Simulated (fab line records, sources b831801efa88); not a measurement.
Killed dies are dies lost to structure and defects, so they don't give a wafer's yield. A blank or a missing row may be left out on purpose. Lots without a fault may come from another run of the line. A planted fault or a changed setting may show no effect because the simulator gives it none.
A struck lot beside a sound one | flow sky130 | 28 steps out of a route of 708
Sound: wafers L419.3, L419.5, L419.6. Struck: wafers L409.1, L409.4, L409.6. The cause comes at the end.
At each step with rows: each side's tool, then ch and its chambers, then its first start. Under that, the readings that differ: sound wafers | struck wafers | difference of the means | sigmas: that difference in standard deviations of wafers without a fault.
alike: readings whose means differ by less than 2 such deviations, and words and numbers that are the same on both sides. not compared: withheld readings, readings that some wafer has no value for, bounds like >300 that may hide the same value, and numbers for which the record gives no deviation and whose values overlap.
The two part at a step that has a row with sigmas, a row that says differs or no value, or rows on one side only. Numbers that don't overlap but have no deviation are shown without sigmas and don't part them. A reading that every wafer of one side lacks parts them only if that side has two wafers or more.

first, 6 steps without rows for these wafers: SKY_SD_N_IMPLANT_09; SKY_SD_N_IMPLANT_10; SKY_SD_N_STRIP_11 (strips in O2/N2); SKY_SD_N_CLEAN_13 (cleans in SC1/SC2, time 150 s); SKY_SD_N_RTA_14 (time 2 s); SKY_SALICIDE_CLEAN_00 (cleans in HF-last, time 30 s).
SKY_LI_CONTACT_HDPCVD_00: deposits PSG, target thk 930 nm, time 155 s.
  sound on hdpcvd-02 ch 1,2, day 35 11:45; struck on hdpcvd-01 ch 0,1,2, day 32 07:01
  reading                                       | sound             | struck        | difference | sigmas
  model.PSG_of_LI_CONTACT_HDPCVD_00.thk_nm (nm) | 927.8 943.1 936.1 | 490 466.6 489 | -454       |
SKY_LI_CONTACT_THK_MEAS_01:
  sound on film_metro-04, day 35 11:53; struck on film_metro-01, day 32 07:07
  reading                    | sound       | struck      | difference | sigmas
  LI_CONTACT_HDPCVD_THK (nm) | 928 943 936 | 490 466 489 | -454       | -45
then, 10 steps without rows for these wafers: SKY_LI_CONTACT_CMP_02 (polishes PSG); SKY_LI_CONTACT_DEHYDRATE_04 (time 60 s); SKY_LI_CONTACT_HMDS_05 (prime time 60 s); SKY_LI_CONTACT_COAT_06 (resist thk 60 nm); SKY_LI_CONTACT_COAT_07 (resist thk 450 nm); SKY_LI_CONTACT_SOFTBAKE_08 (time 90 s); SKY_LI_CONTACT_EXPOSE_09 (exposes mask LICM1, target cd 170 nm); SKY_LI_CONTACT_PEB_10; SKY_LI_CONTACT_DEVELOP_11 (develop time 60 s); SKY_LI_CONTACT_ETCH_14 (etches BARC in N2/H2, stops on SiO2, time 45.9 s, target depth 60 nm).
SKY_LI_CONTACT_ETCH_15: etches PSG in C4F8/O2/Ar, stops on Si, target depth 600 nm.
  sound on rie_diel-04 ch 0,1,2, day 36 14:43; struck on rie_diel-02 ch 0,1,2, day 33 10:40
  reading                                | sound             | struck            | difference | sigmas
  oes_product_au (a.u.)                  | 0.837 0.837 0.837 | 0.752 0.735 0.751 | -0.091     | -20
  model.LI_CONTACT.feature_depth_nm (nm) | 598.6 594.4 598.1 | 490 466.6 489     | -115       |
  model.etch.depth_nm (nm)               | 598.6 594.4 598.1 | 490 466.6 489     | -115       |
then, 6 steps without rows for these wafers: SKY_LI_CONTACT_STRIP_16 (strips in O2/N2); SKY_LI_CONTACT_CLEAN_17 (cleans in NMP, time 600 s); SKY_LI_CONTACT_PRE_CLEAN_18 (time 5.6 s); SKY_LI_CONTACT_SPUTTER_19 (material Ti, target thk 20 nm, time 106.37 s); SKY_LI_CONTACT_SPUTTER_20 (material TiN, target thk 20 nm, time 80 s); SKY_LI_CONTACT_CVD_21 (deposits W, target thk 400 nm, time 120.56 s).
SKY_LI_CONTACT_CMP_24: polishes, stops on PSG, t overpolish 20 s, target thk 0 nm.
  sound on cmp-01 ch 0,1, day 36 15:32; struck on cmp-01 ch 0,1, day 33 11:29
  reading                                       | sound             | struck            | difference | sigmas
  model.PSG_of_LI_CONTACT_HDPCVD_00.thk_nm (nm) | 589.1 584.9 588.7 | 480.5 457.2 479.5 | -115.2     |
  alike: motor_current_A, overpolish_run_s, time_to_endpoint_s
then, 1 step without rows for these wafers: SKY_LOCAL_INTERCONNECT_SPUTTER_00 (material TiN, target thk 100 nm, time 83.3 s).
-- the record jumps here: 15 days lie between the struck wafers' starts before and after (it left off in module LOCAL_INTERCONNECT and takes up again in module PAD_OPEN, whose first step shown is number 708 of the route) --
SKY_PAD_OPEN_PROBE_99:
  sound on prober-01, day 50 23:37; struck on prober-02, day 48 22:49
  reading                                 | sound             | struck            | difference | sigmas
  model.etest.cap_li_to_poly.c_af_um2     | 99.59 97.8 97.46  | 140.4 152.6 143.5 | +47.2      |
  model.etest.licon_pdiff.rc_ohm          | 579.7 595 606.5   | 541.6 523.4 524.1 | -64.0      |
  model.etest.nfet_g5v0d10v5.r_on_ohm_um  | 1898 1920 1907    | 1846 1842 1846    | -64        |
  model.etest.licon_high_po.rc_ohm        | 348.9 360.6 355.4 | 311.9 315.9 324.7 | -37.5      |
  model.etest.nfet_01v8.r_on_ohm_um       | 849.6 859.5 834.2 | 818.1 831 820.6   | -24.5      |
  model.etest.licon_ndiff.rc_ohm          | 176.1 184.7 183.8 | 168 163.1 155.2   | -19        |
  model.etest.sonos_uncharged.r_on_ohm_um | 809.5 821.1 821.8 | 792.4 800.3 803.4 | -18.8      |
  model.etest.licon_poly.rc_ohm           | 149.3 151.9 155.3 | 131.6 135.1 138.3 | -17.2      |
  alike: killed_at_M0_to_M3, killed_at_M4_up, killed_at_contacts, killed_at_front_end, killed_at_other, killed_dies, killed_open, killed_short

WHERE THEY PART
First at SKY_LI_CONTACT_THK_MEAS_01; last, within this record, at SKY_LI_CONTACT_ETCH_15. Later steps at which nothing parts them and some readings are alike: SKY_LI_CONTACT_CMP_24, SKY_PAD_OPEN_PROBE_99.

WHY: what the simulator had put in
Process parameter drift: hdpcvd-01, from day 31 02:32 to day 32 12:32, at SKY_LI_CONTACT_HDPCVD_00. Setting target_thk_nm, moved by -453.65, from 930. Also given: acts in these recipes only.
